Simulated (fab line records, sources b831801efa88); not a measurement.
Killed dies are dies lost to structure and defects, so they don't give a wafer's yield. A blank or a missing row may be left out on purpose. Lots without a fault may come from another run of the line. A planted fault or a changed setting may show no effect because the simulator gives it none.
Split-lot experiment | flow sky130 | 5 lots, 23 wafers read, on a route of 708 steps

THE SPLIT
At SKY_VIA4_CMP_02 (polishes SiO2), the setting leave_above_ref_nm was moved away from the recipe's 580 nm on 10 of the 23 wafers read, by -4.4% to +4.6%. The other wafers ran this setting at the recipe's value.

FROM THE SPLIT TO THE READING: what the file shows between them, 3 steps
- SKY_VIA4_EXPOSE_08: exposes mask VIM4, target cd 800 nm (also split here: dose_mj)
- SKY_VIA4_PEB_09
- SKY_VIA4_DEVELOP_10: develop time 60 s

THE READING
oes_product_au, in a.u., at SKY_VIA4_ETCH_12 (etches SiO2 in C4F8/O2/Ar, stops on TiN, target depth 580 nm). Fault-free wafers of this fab line usually give 0.926 a.u., standard deviation 0.0054 a.u..

wafer  | tool, chamber at the split | leave_above_ref_nm as run, nm | against the recipe | oes_product_au, a.u. | against lot-mates on the recipe
L074.1 | cmp-01, 3                  | 580                           | recipe             | 0.931                | -
L074.4 | cmp-01, 0                  | 580                           | recipe             | 0.921                | -
L074.5 | cmp-01, 3                  | 580                           | recipe             | 0.922                | -
L077.1 | cmp-01, 1                  | 580                           | recipe             | 0.923                | -
L077.2 | cmp-01, 2,0                | 554.3                         | -4.4%              | 0.896                | -0.031
L077.3 | cmp-01, 2,0                | 554.3                         | -4.4%              | 0.904                | -0.023
L077.4 | cmp-01, 3                  | 580                           | recipe             | 0.931                | -
L077.6 | cmp-01, 2                  | 554.3                         | -4.4%              | 0.898                | -0.029
L078.1 | cmp-02, 2                  | 606.5                         | +4.6%              | 0.951                | +0.024
L078.2 | cmp-02, 0                  | 580                           | recipe             | 0.927                | -
L078.3 | cmp-02, 3                  | 606.5                         | +4.6%              | 0.948                | +0.021
L078.4 | cmp-02, 1                  | 580                           | recipe             | 0.930                | -
L078.5 | cmp-02, 1                  | 580                           | recipe             | 0.925                | -
L082.1 | cmp-01, 2                  | 580                           | recipe             | 0.916                | -
L082.2 | cmp-01, 3,1                | 592.4                         | +2.1%              | 0.940                | +0.015
L082.3 | cmp-01, 1                  | 580                           | recipe             | 0.933                | -
L082.4 | cmp-01, 0                  | 580                           | recipe             | 0.926                | -
L082.5 | cmp-01, 3,1                | 592.4                         | +2.1%              | 0.937                | +0.012
L083.1 | cmp-01, 1,2                | 557.2                         | -3.9%              | 0.912                | -0.013
L083.2 | cmp-01, 3                  | 580                           | recipe             | 0.921                | -
L083.4 | cmp-01, 1,2                | 557.2                         | -3.9%              | 0.903                | -0.022
L083.5 | cmp-01, 0                  | 557.2                         | -3.9%              | 0.908                | -0.017
L083.6 | cmp-01, 3                  | 580                           | recipe             | 0.930                | -
Where a row lists several chambers, the file gives one row for several wafers and doesn't say which wafer went through which chamber.

THE FIT
A straight line over all 23 wafers: oes_product_au changes by +0.00536 a.u. for each +1% of leave_above_ref_nm; r = +0.95; the points scatter about the line by 0.0046 a.u..
The same after taking each lot's own level away (the mean of its wafers on the recipe; 23 wafers): +0.00536 a.u. for each +1%; r = +0.95; scatter 0.0047 a.u..
On that fit, the largest move of leave_above_ref_nm shifts the reading by 0.024 a.u..
The lots' own levels span 0.9247 to 0.9273 a.u., that is 0.5 times the standard deviation above.
So the lot-to-lot level changes the slope little: the two slopes agree.
Check: with one of the wafers moved furthest among these (+4.6%) left out of the fit, the line predicts +0.0246 a.u. for it against its lot-mates. It came out at +0.0237 a.u. against them.

OTHER SPLITS ON THESE WAFERS
These wafers also went through other splits before the reading. Each is held against what the fit with the lots' levels taken away leaves over:
other split on the same wafers   | wafers away from the commonest value | r with oes_product_au (lot level and that fit taken away)
SKY_CAP2M_COAT_07 spin_rpm       | 7                                    | +0.02
SKY_METAL4_COAT_07 resist_thk_nm | 7                                    | +0.15
SKY_METAL4_ETCH_16 icp_w         | 10                                   | +0.18
SKY_VIA4_EXPOSE_08 dose_mj       | 10                                   | -0.01

THE WHOLE CHAIN: every reading that the file lists as answering this split, in the file's order
step             | what it does                                                 | reading                                                                        | change (the file's fit)                   | r (the file's)
SKY_VIA4_CMP_02  | polishes SiO2                                                | SiO2_of_VIA4_HDPCVD_00.thk_nm (the simulator's own value, which no gauge read) | +5.82 nm for each +1% of the setting      | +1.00
SKY_VIA4_ETCH_12 | etches SiO2 in C4F8/O2/Ar, stops on TiN, target depth 580 nm | oes_product_au                                                                 | +0.00537 a.u. for each +1% of the setting | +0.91
SKY_VIA4_ETCH_12 | etches SiO2 in C4F8/O2/Ar, stops on TiN, target depth 580 nm | VIA4.feature_depth_nm (the simulator's own value, which no gauge read)         | +5.83 nm for each +1% of the setting      | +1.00
SKY_VIA4_ETCH_12 | etches SiO2 in C4F8/O2/Ar, stops on TiN, target depth 580 nm | etch.depth_nm (the simulator's own value, which no gauge read)                 | +5.9 nm for each +1% of the setting       | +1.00

THE FILE'S OWN FIT
oes_product_au changes by +0.00537 a.u. for each +1% of leave_above_ref_nm, r = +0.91.
